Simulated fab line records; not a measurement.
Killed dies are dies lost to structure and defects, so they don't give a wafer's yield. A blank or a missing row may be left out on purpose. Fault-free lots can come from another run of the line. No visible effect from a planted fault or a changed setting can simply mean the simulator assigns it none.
Which tool did it? / flow gf180mcu / 14 lots, 42 wafers sampled, at 4 steps of a route of 602

== WHAT THE GAUGES READ, wafer by wafer ==
GF_V5_THK_MEAS_25: measures by xrf.
lot=L857; measured=day 27 01:34; on=film-metro-03; V5_W_THK (nm)=340 360 339
lot=L858; measured=day 27 08:31; on=film-metro-01; V5_W_THK (nm)=371 347 369
lot=L860; measured=day 28 08:53; on=film-metro-01; V5_W_THK (nm)=371 352 375
lot=L861; measured=day 28 15:13; on=film-metro-01; V5_W_THK (nm)=360 359 352
lot=L862; measured=day 28 23:13; on=film-metro-01; V5_W_THK (nm)=349 348 353
lot=L863; measured=day 29 03:53; on=film-metro-01; V5_W_THK (nm)=356 356 356
lot=L864; measured=day 29 04:54; on=film-metro-03; V5_W_THK (nm)=346 349 347
lot=L868; measured=day 30 13:24; on=film-metro-01; V5_W_THK (nm)=374 381 361
lot=L869; measured=day 30 22:20; on=film-metro-01; V5_W_THK (nm)=356 371 373
lot=L870; measured=day 31 06:57; on=film-metro-01; V5_W_THK (nm)=364 364 365
lot=L871; measured=day 31 21:08; on=film-metro-01; V5_W_THK (nm)=359 357 355
lot=L875; measured=day 32 17:16; on=film-metro-01; V5_W_THK (nm)=369 365 372
lot=L877; measured=day 33 10:12; on=film-metro-01; V5_W_THK (nm)=353 353 360
lot=L878; measured=day 33 10:42; on=film-metro-02; V5_W_THK (nm)=356 354 355

GF_TOP_METAL_THK_MEAS_06: measures by xrf.
lot=L857; measured=day 27 02:16; on=film-metro-04; TOP_METAL_ALCU_THK (nm)=968 963 968
lot=L858; measured=day 27 09:13; on=film-metro-01; TOP_METAL_ALCU_THK (nm)=948 952 955
lot=L860; measured=day 28 09:35; on=film-metro-04; TOP_METAL_ALCU_THK (nm)=969 972 979
lot=L861; measured=day 28 23:28; on=film-metro-04; TOP_METAL_ALCU_THK (nm)=974 977 983
lot=L862; measured=day 28 23:55; on=film-metro-04; TOP_METAL_ALCU_THK (nm)=963 958 953
lot=L863; measured=day 29 04:35; on=film-metro-01; TOP_METAL_ALCU_THK (nm)=954 941 935
lot=L864; measured=day 29 05:52; on=film-metro-01; TOP_METAL_ALCU_THK (nm)=955 947 947
lot=L868; measured=day 30 14:06; on=film-metro-04; TOP_METAL_ALCU_THK (nm)=966 969 966
lot=L869; measured=day 30 23:02; on=film-metro-01; TOP_METAL_ALCU_THK (nm)=946 937 941
lot=L870; measured=day 31 07:39; on=film-metro-04; TOP_METAL_ALCU_THK (nm)=967 959 953
lot=L871; measured=day 31 21:50; on=film-metro-01; TOP_METAL_ALCU_THK (nm)=939 946 940
lot=L875; measured=day 32 18:12; on=film-metro-01; TOP_METAL_ALCU_THK (nm)=962 959 970
lot=L877; measured=day 33 10:54; on=film-metro-01; TOP_METAL_ALCU_THK (nm)=957 957 964
lot=L878; measured=day 33 11:24; on=film-metro-02; TOP_METAL_ALCU_THK (nm)=957 964 966

GF_PASSIVATION_THK_MEAS_03.
lot=L857; measured=day 27 23:18; on=film-metro-02; PASSIVATION_CVD_02_THK (nm)=702 712 699
lot=L858; measured=day 28 06:00; on=film-metro-04; PASSIVATION_CVD_02_THK (nm)=690 704 710
lot=L860; measured=day 29 06:17; on=film-metro-03; PASSIVATION_CVD_02_THK (nm)=684 692 709
lot=L861; measured=day 29 19:07; on=film-metro-03; PASSIVATION_CVD_02_THK (nm)=687 691 690
lot=L862; measured=day 29 20:01; on=film-metro-04; PASSIVATION_CVD_02_THK (nm)=693 697 690
lot=L863; measured=day 30 00:32; on=film-metro-02; PASSIVATION_CVD_02_THK (nm)=699 696 702
lot=L864; measured=day 30 01:17; on=film-metro-02; PASSIVATION_CVD_02_THK (nm)=702 681 704
lot=L868; measured=day 31 09:14; on=film-metro-03; PASSIVATION_CVD_02_THK (nm)=700 712 703
lot=L869; measured=day 31 17:30; on=film-metro-03; PASSIVATION_CVD_02_THK (nm)=699 689 710
lot=L870; measured=day 32 01:52; on=film-metro-03; PASSIVATION_CVD_02_THK (nm)=695 706 695
lot=L871; measured=day 32 15:26; on=film-metro-03; PASSIVATION_CVD_02_THK (nm)=691 695 702
lot=L875; measured=day 33 11:32; on=film-metro-02; PASSIVATION_CVD_02_THK (nm)=688 695 684
lot=L877; measured=day 34 03:44; on=film-metro-04; PASSIVATION_CVD_02_THK (nm)=701 695 712
lot=L878; measured=day 34 04:48; on=film-metro-03; PASSIVATION_CVD_02_THK (nm)=687 689 701

== EACH LOT AND THE TOOL THAT RAN IT (in order: tool; ch and the chambers of the sampled wafers; start) ==
lot=L857; GF_PSD_STRIP_10=plasma-asher-02 ch 0,1, day 13 23:53
lot=L858; GF_PSD_STRIP_10=plasma-asher-03 ch 0,1, day 14 08:59
lot=L860; GF_PSD_STRIP_10=plasma-asher-04 ch 0,1, day 15 09:01
lot=L861; GF_PSD_STRIP_10=plasma-asher-02 ch 0,1, day 15 16:26
lot=L862; GF_PSD_STRIP_10=plasma-asher-03 ch 0,1, day 16 01:46
lot=L863; GF_PSD_STRIP_10=plasma-asher-02 ch 0,1, day 16 06:19
lot=L864; GF_PSD_STRIP_10=plasma-asher-03 ch 0,1, day 16 09:08
lot=L868; GF_PSD_STRIP_10=plasma-asher-03 ch 0,1, day 17 23:31
lot=L869; GF_PSD_STRIP_10=plasma-asher-03 ch 0,1, day 18 11:16
lot=L870; GF_PSD_STRIP_10=plasma-asher-04 ch 0,1, day 18 23:46
lot=L871; GF_PSD_STRIP_10=plasma-asher-02 ch 0,1, day 19 18:20
lot=L875; GF_PSD_STRIP_10=plasma-asher-04 ch 1, day 20 23:08
lot=L877; GF_PSD_STRIP_10=plasma-asher-03 ch 0,1, day 21 09:34
lot=L878; GF_PSD_STRIP_10=plasma-asher-03 ch 0,1, day 21 16:17
- GF_PSD_STRIP_10: strips in O2/N2.

== WHAT THE TOOLS THEMSELVES READ (means of the sampled wafers that have a number; where no wafer has one, the mark that the record gives instead) ==
GF_PSD_STRIP_10.
lot=L857; tool=plasma-asher-02; chamber-pressure-mTorr (mTorr)=1500.1; drypump-motor-current-A (A)=5.78; heater-power-w (W)=338; oes-product-au (a.u.)=0.595; strip-time-to-endpoint-s (s)=16.56
lot=L858; tool=plasma-asher-03; chamber-pressure-mTorr (mTorr)=1500.2; drypump-motor-current-A (A)=5.61; heater-power-w (W)=272; oes-product-au (a.u.)=0.595; strip-time-to-endpoint-s (s)=16.62
lot=L860; tool=plasma-asher-04; chamber-pressure-mTorr (mTorr)=1499.7; drypump-motor-current-A (A)=5.69; heater-power-w (W)=336; oes-product-au (a.u.)=0.592; strip-time-to-endpoint-s (s)=16.53
lot=L861; tool=plasma-asher-02; chamber-pressure-mTorr (mTorr)=1500.8; drypump-motor-current-A (A)=5.76; heater-power-w (W)=340; oes-product-au (a.u.)=0.596; strip-time-to-endpoint-s (s)=16.56
lot=L862; tool=plasma-asher-03; chamber-pressure-mTorr (mTorr)=1500.6; drypump-motor-current-A (A)=5.61; heater-power-w (W)=271; oes-product-au (a.u.)=0.590; strip-time-to-endpoint-s (s)=16.50
lot=L863; tool=plasma-asher-02; chamber-pressure-mTorr (mTorr)=1499.0; drypump-motor-current-A (A)=5.77; heater-power-w (W)=334; oes-product-au (a.u.)=0.590; strip-time-to-endpoint-s (s)=16.57
lot=L864; tool=plasma-asher-03; chamber-pressure-mTorr (mTorr)=1500.0; drypump-motor-current-A (A)=5.84; heater-power-w (W)=307; oes-product-au (a.u.)=0.594; strip-time-to-endpoint-s (s)=16.47
lot=L868; tool=plasma-asher-03; chamber-pressure-mTorr (mTorr)=1500.0; drypump-motor-current-A (A)=5.84; heater-power-w (W)=301; oes-product-au (a.u.)=0.590; strip-time-to-endpoint-s (s)=16.53
lot=L869; tool=plasma-asher-03; chamber-pressure-mTorr (mTorr)=1500.0; drypump-motor-current-A (A)=5.85; heater-power-w (W)=301; oes-product-au (a.u.)=0.591; strip-time-to-endpoint-s (s)=16.54
lot=L870; tool=plasma-asher-04; chamber-pressure-mTorr (mTorr)=1499.4; drypump-motor-current-A (A)=5.59; heater-power-w (W)=337; oes-product-au (a.u.)=0.589; strip-time-to-endpoint-s (s)=16.52
lot=L871; tool=plasma-asher-02; chamber-pressure-mTorr (mTorr)=1500.8; drypump-motor-current-A (A)=5.95; heater-power-w (W)=327; oes-product-au (a.u.)=0.595; strip-time-to-endpoint-s (s)=16.52
lot=L875; tool=plasma-asher-04; chamber-pressure-mTorr (mTorr)=1501.1; drypump-motor-current-A (A)=5.80; heater-power-w (W)=326; oes-product-au (a.u.)=0.594; strip-time-to-endpoint-s (s)=16.57
lot=L877; tool=plasma-asher-03; chamber-pressure-mTorr (mTorr)=1499.5; drypump-motor-current-A (A)=5.60; heater-power-w (W)=276; oes-product-au (a.u.)=0.591; strip-time-to-endpoint-s (s)=16.54
lot=L878; tool=plasma-asher-03; chamber-pressure-mTorr (mTorr)=1499.7; drypump-motor-current-A (A)=5.59; heater-power-w (W)=277; oes-product-au (a.u.)=0.594; strip-time-to-endpoint-s (s)=16.52

== THE ANSWER, worked out from the rows above alone ==
Rule: what is usual is taken from the lots themselves. The widest of any qualifying gaps counts: lots, ordered by their means at a reading, are off when they make up no more than a third of the lots, leave a main group of 4 or more, and stand apart from it by 3 or more times the standard deviation of that group's means. If all means in a main group match to the digits the tables above print for the reading, that group is not used. A lot without any number at a reading at which 4 lots or more have one is off too. All remaining lots with rows at the step are treated as sound. After the gauges, taken in route order, come the tools' own readings; for these a lot's mean is taken, as printed above. At the first step where some lot is off, the reading lying furthest off is the one used; lots without a number count as furthest.
Nothing can be told from this: no lot is off at any reading shown.

== WHAT THE SIMULATOR PUT IN ==
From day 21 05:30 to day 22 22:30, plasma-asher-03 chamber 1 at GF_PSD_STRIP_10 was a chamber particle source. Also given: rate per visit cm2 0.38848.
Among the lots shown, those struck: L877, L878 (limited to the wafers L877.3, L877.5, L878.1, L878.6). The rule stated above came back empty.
